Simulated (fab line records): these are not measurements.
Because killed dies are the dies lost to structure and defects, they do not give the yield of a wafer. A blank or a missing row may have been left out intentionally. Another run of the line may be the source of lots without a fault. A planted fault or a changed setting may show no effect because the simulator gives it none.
Split-lot experiment -- flow sky130 -- 5 lots, 23 wafers read, on a route of 708 steps

## SPLIT DETAILS
At SKY_CAPM_EXPOSE_09 (exposes mask CAPM, target cd 1000 nm), the setting dose-mj was moved away from the recipe's 159 on 7 of the 23 wafers read, by -3.2% to +6.8%. For the rest of the wafers, this setting stayed at what the recipe calls for.

The file shows no step between the split and the reading.

## THE READING
CAPM.cd-nm (the simulator's own value, which no gauge read), in nm, at SKY_CAPM_METAL_ETCH_13 (etches TiN in Cl2/BCl3, stops on SiO2, target depth 220 nm, time 62.9 s). There is no usual value for it anywhere in the file. Here, 16 wafers ran the recipe; their average is 999.8 nm with a standard deviation of 2.3 nm.

wafer,"tool, chamber at the split",dose-mj as run,against the recipe,"CAPM.cd-nm, nm",against lot-mates on the recipe
L074.2,"iline-stepper-02, 0",159,recipe,999.4,-
L074.3,"iline-stepper-02, 0",159,recipe,1000,-
L074.4,"iline-stepper-02, 0",159,recipe,998.4,-
L075.1,"iline-stepper-01, 0",159,recipe,996.9,-
L075.2,"iline-stepper-01, 0",163.5,+2.8%,988.7,-8.4
L075.3,"iline-stepper-01, 0",163.5,+2.8%,987.7,-9.4
L075.5,"iline-stepper-01, 0",159,recipe,997,-
L075.6,"iline-stepper-01, 0",159,recipe,997.4,-
L080.1,"iline-stepper-01, 0",159,recipe,1004,-
L080.2,"iline-stepper-01, 0",159,recipe,1001,-
L080.3,"iline-stepper-01, 0",159,recipe,1002,-
L080.4,"iline-stepper-01, 0",159,recipe,1002,-
L080.5,"iline-stepper-01, 0",159,recipe,1004,-
L083.1,"iline-stepper-02, 0",159,recipe,1000,-
L083.2,"iline-stepper-02, 0",169.8,+6.8%,979.9,-18.5
L083.3,"iline-stepper-02, 0",159,recipe,996.1,-
L083.5,"iline-stepper-02, 0",159,recipe,999.2,-
L083.6,"iline-stepper-02, 0",169.8,+6.8%,979.4,-19.0
L085.1,"iline-stepper-01, 0",153.9,-3.2%,1008,+8.7
L085.2,"iline-stepper-01, 0",153.9,-3.2%,1007,+7.7
L085.3,"iline-stepper-01, 0",159,recipe,1000,-
L085.4,"iline-stepper-01, 0",159,recipe,998.6,-
L085.6,"iline-stepper-01, 0",153.9,-3.2%,1006,+6.7

FIT RESULTS
A straight line over all 23 wafers: CAPM.cd-nm changes by -2.89 nm for each +1% of dose-mj; r = -0.95; the points scatter about the line by 2.3 nm.
The same after taking each lot's own level away (the mean of its wafers on the recipe; 23 wafers): -2.71 nm for each +1%; r = -0.99; scatter 1.1 nm.
Per that fit: largest dose-mj move, reading shift of 18 nm.
Across the lots, their own levels run from 997.10 to 1002.60 nm, a range of 2.4 times the standard deviation given above.
Consequently the slope shifts little with the lot-to-lot level, the two slopes agreeing.
Check: with one of the wafers moved furthest among these (+6.8%) left out of the fit, the line predicts -18.7 nm for it against its lot-mates. Against them it came out at -18.5 nm.

## OTHER SPLITS ON THESE WAFERS
Before the reading, these wafers also passed through other splits. Each is held against what the fit with the lots' levels taken away leaves over:
other split on the same wafers,wafers away from the commonest value,r with CAPM.cd-nm (lot level and that fit taken away)
SKY_VIA2_ETCH_14 time-s,7,+0.18
SKY_VIA2_SPUTTER_20 chamber-pressure-pa,10,+0.12
SKY_METAL3_SPUTTER_01 time-s,5,-0.01

## FILE'S OWN FIT
CAPM.cd-nm changes by -2.76 nm for each +1% of dose-mj, r = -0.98.
